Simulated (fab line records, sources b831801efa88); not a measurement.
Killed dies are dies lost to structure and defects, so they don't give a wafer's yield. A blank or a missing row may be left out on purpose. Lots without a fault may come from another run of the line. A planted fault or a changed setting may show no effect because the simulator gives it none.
A struck lot beside a sound one | flow sky130 | 18 steps out of a route of 708
Sound: wafers L900.2, L900.3, L900.5. Struck: wafers L911.2, L911.5, L911.6. The cause comes at the end.
At each step with rows: each side's tool, then ch and its chambers, then its first start. Under that, the readings that differ: sound wafers | struck wafers | difference of the means | sigmas: that difference in standard deviations of wafers without a fault.
alike: readings whose means differ by less than 2 such deviations, and words and numbers that are the same on both sides. not compared: withheld readings, readings that some wafer has no value for, bounds like >300 that may hide the same value, and numbers for which the record gives no deviation and whose values overlap.
The two part at a step that has a row with sigmas, a row that says differs or no value, or rows on one side only. Numbers that don't overlap but have no deviation are shown without sigmas and don't part them. A reading that every wafer of one side lacks parts them only if that side has two wafers or more.

first, 1 step without rows for these wafers: SKY_SD_P_DEVELOP_06 (develop time 60 s).
SKY_SD_P_CD_MEAS_07: target cd 380 nm.
  sound on cd_sem-02, day 24 18:36; struck on cd_sem-01, day 29 01:42
  alike: cd_nm
SKY_SD_P_OVL_MEAS_08:
  sound on overlay-01, day 24 18:43; struck on overlay-02, day 29 01:49
  alike: SD_P_OVL
then, 1 step without rows for these wafers: SKY_SD_P_IMPLANT_09.
SKY_SD_P_STRIP_10: strips in O2/N2.
  sound on plasma_asher-04 ch 0, day 24 18:53; struck on plasma_asher-03 ch 0,1, day 29 01:59
  alike: chamber_pressure_mTorr, drypump_motor_current_A, oes_product_au, strip_time_to_endpoint_s
  not compared: rf_hours_counter_h
SKY_SD_P_TW_MEAS_11:
  sound on film_metro-03, day 24 19:00; struck on film_metro-04, day 29 02:06
  alike: SD_P_TW
then, 6 steps without rows for these wafers: SKY_RES_XHIGH_DEHYDRATE_00 (time 60 s); SKY_RES_XHIGH_HMDS_01 (prime time 60 s); SKY_RES_XHIGH_COAT_02 (resist thk 1140 nm); SKY_RES_XHIGH_SOFTBAKE_03 (time 60 s); SKY_RES_XHIGH_EXPOSE_04 (exposes mask URPM, target cd 1270 nm); SKY_RES_XHIGH_PEB_05.
SKY_RES_XHIGH_DEVELOP_06: develop time 60 s.
  sound on litho_track-02 ch 0, day 25 23:04; struck on litho_track-02 ch 0, day 30 05:49
then, 1 step without rows for these wafers: SKY_RES_XHIGH_IMPLANT_07.
SKY_RES_XHIGH_STRIP_08: strips in O2/N2.
  sound on plasma_asher-01 ch 0,1, day 25 23:20; struck on plasma_asher-03 ch 0,1, day 30 06:05
  alike: chamber_pressure_mTorr, drypump_motor_current_A, oes_product_au, strip_time_to_endpoint_s
  not compared: rf_hours_counter_h
SKY_RES_XHIGH_TW_MEAS_09:
  sound on film_metro-02, day 25 23:27; struck on film_metro-02, day 30 06:12
  reading      | sound          | struck   | difference | sigmas
  RES_XHIGH_TW | 1657 1651 1655 | 30 30 30 | -1624      | -99 or more
then, 1 step without rows for these wafers: SKY_SD_N_DEHYDRATE_00 (time 60 s).
-- the record jumps here: 18 days lie between the struck wafers' starts before and after (it left off in module SD_N and takes up again in module PAD_OPEN, whose first step shown is number 708 of the route) --
SKY_PAD_OPEN_PROBE_99:
  sound on prober-02, day 45 02:26; struck on prober-02, day 48 03:06
  reading                       | sound     | struck      | difference | sigmas
  killed_at_other               | 2 0 0     | 406 400 403 | +402       | +99 or more
  killed_dies                   | 112 91 84 | 492 492 492 | +396       | +40
  killed_on_rim                 | 21 15 17  | 96 96 96    | +78        | +22
  model.etest.res_xhigh_po.open | 0 0 0     | 1 1 1       | +1         |
  alike: killed_at_M0_to_M3, killed_at_M4_up, killed_at_contacts, killed_at_front_end, killed_open, killed_short

WHERE THEY PART
First at SKY_RES_XHIGH_TW_MEAS_09; last, within this record, at SKY_PAD_OPEN_PROBE_99.

WHY: what the simulator had put in
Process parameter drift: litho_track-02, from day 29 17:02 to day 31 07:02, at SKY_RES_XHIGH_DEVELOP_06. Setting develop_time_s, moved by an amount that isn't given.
